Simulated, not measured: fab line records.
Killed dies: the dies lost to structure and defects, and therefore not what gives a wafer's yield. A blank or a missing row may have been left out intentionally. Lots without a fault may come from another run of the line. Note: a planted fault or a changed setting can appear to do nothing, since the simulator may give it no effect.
2 desks looking at one fault | flow sky130 | only its own numbers are on each desk; what lay behind them is given at the end

DESK OF THE TOOL OWNER: plasma asher-02
The tool's own readings at SKY_VT_ADJUST_LVTN_STRIP_09 (strips in O2/N2): means of the sampled wafers that have a number, for each lot that ran on this tool. Marked OUT: a lot whose mean sits more than 4 standard deviations from the usual mean, which makes it out of limits; the brackets give that distance.
Columns: A = chamber pressure mTorr at SKY_VT_ADJUST_LVTN_STRIP_09, usual 1499.9 mTorr; B = drypump motor current A at SKY_VT_ADJUST_LVTN_STRIP_09, usual 5.6 A; C = o2 flow sccm at SKY_VT_ADJUST_LVTN_STRIP_09, usual 2998 sccm; D = oes product au at SKY_VT_ADJUST_LVTN_STRIP_09, usual 0.723 a.u.; E = strip time to endpoint s at SKY_VT_ADJUST_LVTN_STRIP_09, usual 36.97 s
lot  | first seen here | A      | B   | C              | D     | E
L438 | day 6 16:01     | 1500.3 | 6.0 | 2996           | 0.725 | 36.88
L439 | day 6 22:52     | 1499.5 | 6.0 | 2994           | 0.721 | 36.90
L456 | day 12 06:31    | 1500.2 | 6.0 | 3594 (+66) OUT | 0.729 | 36.86
L457 | day 12 14:07    | 1499.7 | 6.0 | 3593 (+65) OUT | 0.724 | 36.61
This desk finds L456, L457 out of limits, L456 being first, at day 12 06:31 (o2 flow sccm at SKY_VT_ADJUST_LVTN_STRIP_09). L438, L439 stayed within limits.

AT THE METROLOGY DESK
Lot by lot, what the gauges showed, no matter which tool ran the lot: averages of those sampled wafers that carry a number. Marked OUT: a lot whose mean sits more than 4 standard deviations from the usual mean, which makes it out of limits; the brackets give that distance.
Columns: A = LDD_HVP_OVL at SKY_LDD_HVP_OVL_MEAS_07, usual -0.7 nm; B = CONTACT_W_RS at SKY_CONTACT_RS_MEAS_25, usual 0.338 ohm/sq
lot  | first seen here | A    | B
L438 | day 21 02:37    | 0.4  | 0.339
L439 | day 21 12:38    | -0.8 | 0.341
L441 | day 22 16:52    | -1.1 | 0.341
L443 | day 23 15:10    | -0.2 | 0.341
L445 | day 24 03:53    | 1.0  | 0.341
L448 | day 25 06:20    | 0.5  | 0.338
L450 | day 26 03:58    | -0.6 | 0.336
L455 | day 28 23:20    | -0.9 | 0.333
L456 | day 28 23:49    | -0.5 | 0.338
L457 | day 29 00:34    | -1.8 | 0.334
L458 | day 29 09:05    | -0.9 | 0.332
L460 | day 29 14:04    | -2.3 | 0.334
This desk's verdict: no lot among the 12 shows anything out of limits.

PUT TOGETHER
On L456, L457, at day 12 06:31, an alarm was possible from the tool owner's desk.
The metrology desk saw nothing out of limits.
The metrology desk holds a record of L456, L457, inside its limits.
All the named lots went through SKY_VT_ADJUST_LVTN_STRIP_09 on plasma asher-02.

WHAT HAD BEEN PUT IN BY THE SIMULATOR
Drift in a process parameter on plasma asher-02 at SKY_VT_ADJUST_LVTN_STRIP_09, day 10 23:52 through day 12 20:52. A move of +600 in setting o2 flow sccm, from 3000. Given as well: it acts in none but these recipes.
Lots struck among those shown: L456, L457.
Time in hours from fault onset to the first out-of-limits reading at each desk: the tool owner's desk, 31.
